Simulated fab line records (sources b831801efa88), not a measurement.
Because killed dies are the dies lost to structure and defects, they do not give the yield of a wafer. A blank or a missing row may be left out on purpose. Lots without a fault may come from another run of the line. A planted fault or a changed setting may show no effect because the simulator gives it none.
Check for tools in common    flow gf180mcu    12 lots and 42 wafers in the sample

== REASON FOR OPENING ==
2 of 12 lots carry a flag on the reading DUAL_GATE_OXIDATION_00_THK at GF_DUAL_GATE_THK_MEAS_03. Fault-free wafers read 10.84 nm, with a standard deviation of 0.19.
Rule: flag the lot when none of its wafers has a number, or when each of its wafers that has one lies beyond 4 standard deviations from that mean. The other lots count as sound.

lot   measured      on            DUAL_GATE_OXIDATION_00_THK (nm), wafer by wafer  flag
L847  day 8 18:16   filmMetro-02  10.84 10.85 10.88                                
L849  day 9 01:14   filmMetro-04  11.23 11.09 11.31                                
L851  day 9 05:58   filmMetro-02  10.85 10.96 10.80                                
L852  day 9 17:38   filmMetro-02  10.88 10.82 10.60                                
L853  day 9 23:36   filmMetro-04  10.77 10.64 10.91                                
L854  day 10 10:32  filmMetro-02  10.79 10.60 10.46                                
L855  day 10 17:00  filmMetro-02  9.71 9.58 9.64 9.68 9.59 9.71                    FLAGGED
L856  day 10 22:58  filmMetro-04  9.59 9.47 9.73 9.65 9.55 9.76                    FLAGGED
L864  day 13 04:59  filmMetro-04  10.60 10.76 10.68                                
L865  day 13 12:11  filmMetro-04  10.99 10.85 10.66                                
L866  day 13 19:47  filmMetro-02  10.90 11.06 11.07                                
L868  day 14 06:34  filmMetro-04  10.96 11.15 10.95                                
The mean of the flagged lots' numbers is 9.64 nm, -1.20 nm from the usual (-6 standard deviations).

== TOOL THAT RAN EACH LOT ==
The record holds 1 process step before the reading, out of a route of 602 steps. Each cell gives the tool, then ch followed by the chambers the sampled wafers passed through, then the start.
lot   flag     GF_DUAL_GATE_OXIDATION_02
L847           furnace-02 ch 0, day 8 16:49
L849           furnace-01 ch 0, day 8 23:48
L851           furnace-01 ch 0, day 9 04:31
L852           furnace-02 ch 0, day 9 16:10
L853           furnace-02 ch 0, day 9 22:09
L854           furnace-01 ch 0, day 10 09:06
L855  FLAGGED  furnace-02 ch 0, day 10 15:33
L856  FLAGGED  furnace-02 ch 0, day 10 21:32
L864           furnace-02 ch 0, day 13 03:31
L865           furnace-02 ch 0, day 13 10:44
L866           furnace-02 ch 0, day 13 18:20
L868           furnace-01 ch 0, day 14 05:07
These steps, and what they do:
- GF_DUAL_GATE_OXIDATION_02: stabilise 600 s, purge 300 s, target thk 10.887 nm.
- GF_DUAL_GATE_THK_MEAS_03

== FLAGGED AGAINST TOTAL, ONE TOOL AT A TIME (gauges that did the reading follow at the end) ==
step                       tool          lots run  flagged  share of the flagged lots  sound lots run after its first flagged lot
GF_DUAL_GATE_OXIDATION_02  furnace-01    4         0        none                       -
GF_DUAL_GATE_OXIDATION_02  furnace-02    8         2        all                        3 (L864,L865,L866)
GF_DUAL_GATE_THK_MEAS_03   filmMetro-02  6         1        some                       1 (L866)
GF_DUAL_GATE_THK_MEAS_03   filmMetro-04  6         1        some                       3 (L864,L865,L868)

== WHAT THE TABLE ALLOWS ==
Rows of the table that ran each flagged lot: 1, that is furnace-02 at GF_DUAL_GATE_OXIDATION_02.
- furnace-02 at GF_DUAL_GATE_OXIDATION_02 ran 8 lots, 2 of them flagged. Lots that were sound ran on it after the first flagged one (L864, L865, L866); a persistent fault on the entire tool would not allow that. Its own readings (spikeTcBottomC, spikeTcCentreC, spikeTcLowerC, spikeTcUpperC, tubeCenterTempC, tube_center_temp_C_max) fall more than 4 standard deviations out on all wafers of the flagged lots.
Every row of the table either missed a flagged lot or ran a sound lot after the first.

== WHAT WAS PUT IN BY THE SIMULATOR ==
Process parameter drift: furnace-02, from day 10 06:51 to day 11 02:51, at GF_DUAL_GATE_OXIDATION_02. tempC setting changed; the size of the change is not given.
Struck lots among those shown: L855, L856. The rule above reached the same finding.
